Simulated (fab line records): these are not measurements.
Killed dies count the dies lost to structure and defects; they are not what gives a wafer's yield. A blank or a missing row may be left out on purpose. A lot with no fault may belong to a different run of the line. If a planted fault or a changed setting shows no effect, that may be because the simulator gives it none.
Struck lot and sound lot, side by side / flow sky130 / 15 steps out of a route of 708
Sound: the wafers L197.2, L197.5, L197.6. Struck: wafers L205.1, L205.3, L205.4. The cause is given at the end.
For every step that has rows: the tool of each side, followed by ch and its chambers, followed by its first start. Under that, the readings that differ: sound wafers / struck wafers / difference of the means / sigmas: that difference in standard deviations of wafers without a fault.
alike: words and numbers the same on both sides, and readings whose means are apart by under 2 such deviations; not compared: readings that were withheld, readings missing a value for some wafer, numbers with overlapping values and no deviation given by the record, and bounds like >300 which may hide the same value.
Wherever a step has rows on one side only, a row that says differs or no value, or a row with sigmas, the two part there. When numbers do not overlap yet have no deviation, they are printed without sigmas and do not part them. A reading missing from all wafers of one side parts the sides only when that side holds two or more wafers.

SKY_NWELL_OVL_MEAS_10:
  sound on overlay-02 at day 6 04:32; struck on overlay-02 at day 8 01:10
reading=NWELL_00_OVL (nm); sound=-3.5 -2.5 -4.7; struck=1.2 -1.6 0.3; difference=+3.5; sigmas=+2
then, 3 steps without rows for these wafers: SKY_NWELL_IMPLANT_11; SKY_NWELL_IMPLANT_12; SKY_NWELL_IMPLANT_13.
SKY_NWELL_STRIP_14: strips in O2/N2.
  sound on plasma_asher-02 ch 0,1, day 6 05:01; struck on plasma_asher-01 ch 0,1, day 8 01:39
  alike: drypump_motor_current_A, oes_product_au, strip_time_to_endpoint_s
  not compared: rf_hours_counter_h
SKY_NWELL_TW_MEAS_15:
  sound on film_metro-03 at day 6 05:07; struck on film_metro-02 at day 8 01:45
  alike: NWELL_TW
then, 6 steps without rows for these wafers: SKY_NWELL_DEHYDRATE_16 (time 60 s); SKY_NWELL_HMDS_17 (prime time 60 s); SKY_NWELL_COAT_18 (resist thk 3000 nm); SKY_NWELL_SOFTBAKE_19; SKY_NWELL_EXPOSE_20 (exposes mask NWM COMPLEMENT, target cd 840 nm); SKY_NWELL_PEB_21.
SKY_NWELL_DEVELOP_22: develop time 60 s.
  sound on litho_track-03 ch 0, day 6 23:00; struck on litho_track-01 ch 0, day 8 22:00
reading=developer_temp_C (C); sound=23.00 23.03 23.14; struck=25.43 25.24 25.25; difference=+2.25; sigmas=+20
SKY_NWELL_OVL_MEAS_23:
  sound on overlay-01 at day 6 23:26; struck on overlay-01 at day 8 22:28
  alike: NWELL_01_OVL
next, for these wafers, 1 step has no rows: SKY_PAD_OPEN_PROBE_99.

== WHERE THEY PART ==
Earliest at SKY_NWELL_OVL_MEAS_10; latest, in this record, at SKY_NWELL_DEVELOP_22. Later steps at which nothing parts them and some readings are alike: SKY_NWELL_OVL_MEAS_23.

WHY: the cause the simulator had injected
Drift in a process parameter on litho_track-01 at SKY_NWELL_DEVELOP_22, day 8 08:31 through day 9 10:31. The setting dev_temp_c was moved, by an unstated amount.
